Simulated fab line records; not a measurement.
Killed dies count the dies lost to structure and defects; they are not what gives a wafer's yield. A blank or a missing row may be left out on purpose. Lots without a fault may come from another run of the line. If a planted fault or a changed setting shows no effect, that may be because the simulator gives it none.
fab line records    flow sfqLine
record lots=14  wafers=42  lastDay=91
route steps=325 shown JJ@179 M5@204 A5B@209 R5@224
lots that met no fault: from a run of the same line without faults
startH: hours from the record's opening day to when the first of the lot's shown wafers began    waitH: how many hours have passed since the lot's step before this one    " repeats the value in the row above    L1.1+2: a single row standing in for several wafers    - value missing, or start not given    * or withheld: withheld    < > ~ a bound
route shown NAME@n: names a module that has steps shown in the file, with the first one's number in the route    usual: average and standard deviation across the fault-free wafers    same: alike in all rows    chamber/n: place in a boat    sites: per-site readings    _std_site: standard deviation of those values    _edge_site: inner sites' mean taken away from outer sites' mean    radiusMm: for every site, how far away it sits from the centre of the wafer    mask NAME#n: copy n    behind: the last tool/chamber to shape the wafer    hold: what put the lot on hold/how long, in hours/how the hold closed    device: which transistor (n, p or np) failed to switch    end of line: tests run on the same wafers once the route is complete    a step given without rows: its recipe and nothing more    killed: count of dies lost to structure and defects at first sort (not the wafer's yield)    map: shows each die of a wafer: x if killed, . if not, _ if none is there
set.NAME: the setting that was run; set.NAME@STEP: the one run at that earlier step    model.NAME: the simulator's own value behind a step, which no gauge read
a sample of lots followed through the steps of the route, with each step as a table and each wafer as a row
services: a tool's chamber out of use, with start hour (startH, from the record's first day; less than 0 if before it), hours out, and reason
## steps
# step SFQ_TRILAYER_JJ_TRILAYER_DEP_SPUTTER_109
# recipe material=Nb  basePressurePa=1.33e-06  chamberPressurePa=0.1333  substrateTempC=20  targetThkNm=150  powerW=2000  timeS=100
# usual substrateTempC=19.99/0.1  throttleValvePct=30.1/1
lot.wafer  tool           chamber  startH   waitH  substrateTempC  throttleValvePct
L552.1     pvdSputter-06  -        1223.96  0.0    20.08           29.7
L552.4     "              -        "        "      20.02           29.9
L552.6     "              -        "        "      20.00           29.5
L553.4     pvdSputter-04  -        1225.16  0.0    19.85           31.3
L553.5     "              -        "        "      20.08           29.3
L553.6     "              -        "        "      19.98           27.6
L554.1     pvdSputter-05  -        1227.56  0.0    19.93           30.8
L554.4     "              -        "        "      19.95           29.7
L554.6     "              -        "        "      19.83           29.5
L555.3     pvdSputter-04  -        1233.53  0.0    20.10           29.4
L555.4     "              -        "        "      20.01           31.4
L555.6     "              -        "        "      20.03           29.5
L557.3     pvdSputter-06  -        1244.28  0.0    20.09           29.7
L557.4     "              -        "        "      20.08           30.9
L557.6     "              -        "        "      20.14           31.0
L559.2     pvdSputter-06  -        1277.88  0.0    20.08           29.5
L559.3     "              -        "        "      19.99           30.0
L559.5     "              -        "        "      20.07           30.8
L562.3     pvdSputter-04  -        1302.62  0.0    20.09           30.9
L562.5     "              -        "        "      20.01           31.0
L562.6     "              -        "        "      19.92           30.4
L563.1     pvdSputter-06  -        1315.62  0.0    19.99           30.3
L563.3     "              -        "        "      20.15           29.6
L563.4     "              -        "        "      20.20           31.0
L564.1     pvdSputter-05  -        1319.22  0.0    20.01           31.8
L564.2     "              -        "        "      19.84           31.8
L564.5     "              -        "        "      19.98           29.9
L565.2     pvdSputter-05  -        1328.32  0.0    20.11           31.7
L565.3     "              -        "        "      20.15           31.0
L565.5     "              -        "        "      20.10           29.7
L566.3     pvdSputter-06  -        1334.32  0.0    20.09           30.8
L566.4     "              -        "        "      19.97           29.7
L566.6     "              -        "        "      20.08           31.2
L567.1     pvdSputter-06  -        1342.92  0.0    20.00           30.8
L567.4     "              -        "        "      19.72           30.8
L567.6     "              -        "        "      19.93           29.9
L572.1     pvdSputter-04  -        1382.32  0.0    19.97           29.2
L572.5     "              -        "        "      20.00           29.4
L572.6     "              -        "        "      20.10           27.8
L573.2     pvdSputter-06  -        1386.52  0.0    19.90           30.9
L573.3     "              -        "        "      19.89           30.0
L573.5     "              -        "        "      19.92           29.9
# step SFQ_M5_OVL_MEAS_932
# usual M5_OVL=0/4.9
lot.wafer  tool        chamber  startH   waitH  M5_OVL[nm]
L552.1     overlay-02  -        1365.72  0.1    -1
L552.4     "           -        "        "      3
L552.6     "           -        "        "      3
L553.4     overlay-02  -        1366.94  0.1    1
L553.5     "           -        "        "      2
L553.6     "           -        "        "      -2
L554.1     overlay-02  -        1369.32  0.1    -1
L554.4     "           -        "        "      7
L554.6     "           -        "        "      7
L555.3     overlay-02  -        1375.34  0.1    6
L555.4     "           -        "        "      2
L555.6     "           -        "        "      -1
L557.3     overlay-02  -        1382.54  0.1    1
L557.4     "           -        "        "      -8
L557.6     "           -        "        "      0
L559.2     overlay-01  -        1411.35  0.1    0
L559.3     "           -        "        "      1
L559.5     "           -        "        "      6
L562.3     overlay-01  -        1439.68  0.1    0
L562.5     "           -        "        "      2
L562.6     "           -        "        "      -1
L563.1     overlay-02  -        1443.27  0.1    -4
L563.3     "           -        "        "      -5
L563.4     "           -        "        "      1
L564.1     overlay-02  -        1448.20  0.1    5
L564.2     "           -        "        "      0
L564.5     "           -        "        "      7
L565.2     overlay-01  -        1453.00  0.1    2
L565.3     "           -        "        "      -2
L565.5     "           -        "        "      3
L566.3     overlay-01  -        1457.93  0.1    0
L566.4     "           -        "        "      -3
L566.6     "           -        "        "      -1
L567.1     overlay-01  -        1462.72  0.1    1
L567.4     "           -        "        "      -5
L567.6     "           -        "        "      -4
L572.1     overlay-01  -        1508.10  0.1    -2
L572.5     "           -        "        "      -3
L572.6     "           -        "        "      -11
L573.2     overlay-01  -        1514.37  0.1    4
L573.3     "           -        "        "      6
L573.5     "           -        "        "      6
# step SFQ_TRILAYER_A5B_DEP_PECVD_129
# recipe material=SiO2  tempC=150  timeS=133.33  pressureTorr=2.4  rfW=185.5  precursor=SiH4/N2O  targetThkNm=600
# usual chamberPressureTorr=2.400/0.0048  heaterPowerOuterW=30/6.5  heaterPowerW=84/11  susceptorTempC=150.00/0.15  throttleValvePct=25.2/1.2
lot.wafer  tool      chamber  startH   waitH  chamberPressureTorr  heaterPowerOuterW  heaterPowerW  susceptorTempC  throttleValvePct
L552.1     pecvd-03  1        1366.79  0.0    2.403                28                 85            150.21          27.1
L552.4     "         1        "        "      2.401                30                 86            150.19          27.1
L552.6     "         2        "        "      2.401                37                 89            149.92          23.8
L553.4     pecvd-04  0        1368.04  0.0    2.399                25                 64            149.90          26.4
L553.5     "         2        "        "      2.398                25                 91            149.95          24.3
L553.6     "         1        "        "      2.391                36                 84            150.23          26.5
L554.1     pecvd-03  0        1370.39  0.0    2.401                23                 77            150.09          26.6
L554.4     "         2        "        "      2.405                34                 84            149.98          23.9
L554.6     "         0        "        "      2.398                27                 81            149.87          26.4
L555.3     pecvd-04  0        1376.39  0.0    2.402                28                 71            149.92          26.3
L555.4     "         0        "        "      2.398                18                 56            149.91          26.1
L555.6     "         1        "        "      2.398                37                 84            150.06          26.7
L557.3     pecvd-03  2        1383.59  0.0    2.397                40                 92            150.35          23.9
L557.4     "         0        "        "      2.398                35                 90            150.19          26.5
L557.6     "         1        "        "      2.403                27                 82            149.88          27.0
L559.2     pecvd-01  1        1412.41  0.0    2.403                35                 96            149.78          24.1
L559.3     "         0        "        "      2.404                38                 98            149.96          24.6
L559.5     "         0        "        "      2.401                40                 102           150.02          24.3
L562.3     pecvd-04  2        1440.74  0.0    2.399                20                 81            150.17          24.8
L562.5     "         2        "        "      2.400                22                 86            150.01          24.7
L562.6     "         1        "        "      2.400                31                 77            150.02          27.2
L563.1     pecvd-01  1        1444.34  0.0    2.395                38                 101           149.92          24.3
L563.3     "         2        "        "      2.398                22                 69            149.90          24.2
L563.4     "         2        "        "      2.408                26                 74            150.08          23.8
L564.1     pecvd-03  1        1449.26  0.0    2.400                29                 83            150.03          27.0
L564.2     "         0        "        "      2.406                25                 76            149.77          26.4
L564.5     "         0        "        "      2.407                29                 82            149.86          26.5
L565.2     pecvd-01  0        1454.06  0.0    -                    -                  -             -               -
L565.3     "         1        "        "      -                    -                  -             -               -
L565.5     "         2        "        "      -                    -                  -             -               -
L566.3     pecvd-04  1        1458.99  0.0    -                    -                  -             -               -
L566.4     "         1        "        "      -                    -                  -             -               -
L566.6     "         0        "        "      -                    -                  -             -               -
L567.1     pecvd-01  1        1463.79  0.0    2.393                37                 99            150.06          24.2
L567.4     "         1        "        "      2.397                40                 99            150.12          24.4
L567.6     "         1        "        "      2.394                28                 85            149.91          24.6
L572.1     pecvd-04  0        1509.17  0.0    2.402                28                 71            150.01          27.0
L572.5     "         0        "        "      2.399                18                 58            150.05          26.8
L572.6     "         2        "        "      2.402                25                 87            150.01          24.7
L573.2     pecvd-01  1        1516.29  0.0    2.397                40                 98            149.85          24.2
L573.3     "         2        "        "      2.400                26                 73            149.60          24.3
L573.5     "         2        "        "      2.404                28                 78            149.85          24.1
# step SFQ_TRILAYER_A5B_METRO_MEASURE_131
lot.wafer   tool          chamber  startH   waitH
L552.1+4+6  filmMetro-04  -        1371.02  2.0
L553.4+5+6  filmMetro-02  -        1373.63  2.6
L554.1+4+6  filmMetro-02  -        1376.26  1.6
L555.3+4+6  filmMetro-03  -        1383.42  1.9
L557.3+4+6  filmMetro-02  -        1394.66  2.9
L559.2+3+5  filmMetro-02  -        1415.70  2.2
L562.3+5+6  filmMetro-02  -        1446.03  1.4
L563.1+3+4  filmMetro-04  -        1447.43  1.5
L564.1+2+5  filmMetro-04  -        1452.35  2.5
L565.2+3+5  filmMetro-03  -        1457.35  2.2
L566.3+4+6  filmMetro-03  -        1462.48  1.9
L567.1+4+6  filmMetro-03  -        1466.92  2.5
L572.1+5+6  filmMetro-03  -        1512.26  2.0
L573.2+3+5  filmMetro-02  -        1519.58  1.7
# step SFQ_TRILAYER_R5_BARC_OPEN_METAL_ETCH_177
# recipe maskMaterial=PR  chemistry=O2  targetDepthNm=125  target=BARC  icpW=600  biasW=80  pressureMtorr=10  timeS=41.7
# usual drypumpMotorCurrentA=5.7/0.51  oesProductAu=0.684/0.0043
lot.wafer  tool         chamber  startH   waitH  drypumpMotorCurrentA  oesProductAu  rfHoursCounterH
L552.1     rieMetal-03  1        1474.76  0.0    5.2                   0.686         9
L552.4     "            0        "        "      5.5                   0.680         -
L552.6     "            0        "        "      5.5                   0.677         -
L553.4     rieMetal-02  1        1478.38  0.0    5.1                   0.689         -
L553.5     "            1        "        "      5.0                   0.679         -
L553.6     "            0        "        "      6.3                   0.687         -
L554.1     rieMetal-02  0        1481.96  0.0    6.3                   0.683         106
L554.4     "            1        "        "      5.1                   0.682         -
L554.6     "            0        "        "      6.3                   0.686         -
L555.3     rieMetal-04  0        1492.90  0.0    6.2                   0.677         -
L555.4     "            1        "        "      6.2                   0.693         -
L555.6     "            1        "        "      6.2                   0.682         -
L557.3     rieMetal-04  0        1511.76  0.0    6.2                   0.685         -
L557.4     "            1        "        "      6.2                   0.679         -
L557.6     "            0        "        "      6.2                   0.687         -
L559.2     rieMetal-02  1        1540.79  0.0    5.1                   0.684         53
L559.3     "            1        "        "      5.1                   0.684         -
L559.5     "            1        "        "      5.1                   0.684         -
L562.3     rieMetal-03  1        1567.33  0.0    5.2                   0.684         -
L562.5     "            0        "        "      5.5                   0.684         -
L562.6     "            1        "        "      5.2                   0.686         -
L563.1     rieMetal-02  1        1570.91  0.0    5.1                   0.690         58
L563.3     "            1        "        "      5.1                   0.673         -
L563.4     "            0        "        "      6.3                   0.686         -
L564.1     rieMetal-04  0        1574.51  0.0    6.2                   0.688         96
L564.2     "            1        "        "      6.2                   0.687         21
L564.5     "            0        "        "      6.2                   0.677         -
L565.2     rieMetal-03  0        1580.22  0.0    5.5                   0.688         54
L565.3     "            1        "        "      5.3                   0.686         -
L565.5     "            1        "        "      5.3                   0.687         -
L566.3     rieMetal-02  1        1583.86  0.1    5.1                   0.681         -
L566.4     "            1        "        "      5.1                   0.683         -
L566.6     "            1        "        "      5.1                   0.680         -
L567.1     rieMetal-02  1        1588.62  0.0    5.1                   0.681         63
L567.4     "            1        "        "      5.1                   0.680         -
L567.6     "            1        "        "      5.1                   0.687         -
L572.1     rieMetal-04  1        1630.67  0.0    6.2                   0.688         29
L572.5     "            1        "        "      6.2                   0.687         -
L572.6     "            0        "        "      6.2                   0.683         -
L573.2     rieMetal-03  0        1637.87  0.0    5.5                   0.691         61
L573.3     "            0        "        "      5.5                   0.689         -
L573.5     "            1        "        "      5.2                   0.687         -
## services
tool           chamber  startH   hours  kind
pecvd-04       -        1209.31  2.8    pm
pecvd-04       2        1235.29  11.1   repair
pecvd-01       -        1243.95  1.5    repair
pecvd-01       1        1252.28  18.4   repair
filmMetro-02   -        1253.01  1.5    pm
filmMetro-03   -        1263.94  0.5    pm
rieMetal-02    -        1274.28  0.3    repair
pvdSputter-06  -        1280.92  3.7    repair
filmMetro-02   -        1281.71  1.2    pm
pvdSputter-06  -        1296.51  4.2    repair
filmMetro-02   -        1302.14  0.5    pm
pecvd-04       -        1314.65  1.4    repair
rieMetal-02    0        1347.11  6.4    repair
rieMetal-02    -        1388.53  0.8    repair
filmMetro-02   -        1392.58  0.4    pm
filmMetro-02   -        1472.93  0.6    pm
filmMetro-02   -        1498.01  1.2    pm
rieMetal-02    0        1535.27  1.0    repair
rieMetal-02    -        1536.34  0.7    repair
filmMetro-02   -        1547.14  0.9    pm
rieMetal-02    0        1571.95  20.8   repair
rieMetal-02    -        1574.88  2.8    pm
pvdSputter-06  -        1594.94  3.3    repair
filmMetro-02   -        1637.20  2.8    pm
## key
firstSign step=SFQ_TRILAYER_A5B_DEP_PECVD_129  reading=toolRecord  direction=missing
effect none on later readings
metAt SFQ_TRILAYER_A5B_DEP_PECVD_129
struckLots L565,L566
notActingAt SFQ_TRILAYER_JJ_TRILAYER_DEP_SPUTTER_109,SFQ_M5_OVL_MEAS_932,SFQ_TRILAYER_R5_BARC_OPEN_METAL_ETCH_177
onsetBetween 1444.34 1454.06
fault kind=skippedStepWhole  tool=pecvd-01,pecvd-04  chamber=-  onsetH=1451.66  steps=SFQ_TRILAYER_A5B_DEP_PECVD_129  scope=struckLotsOnly
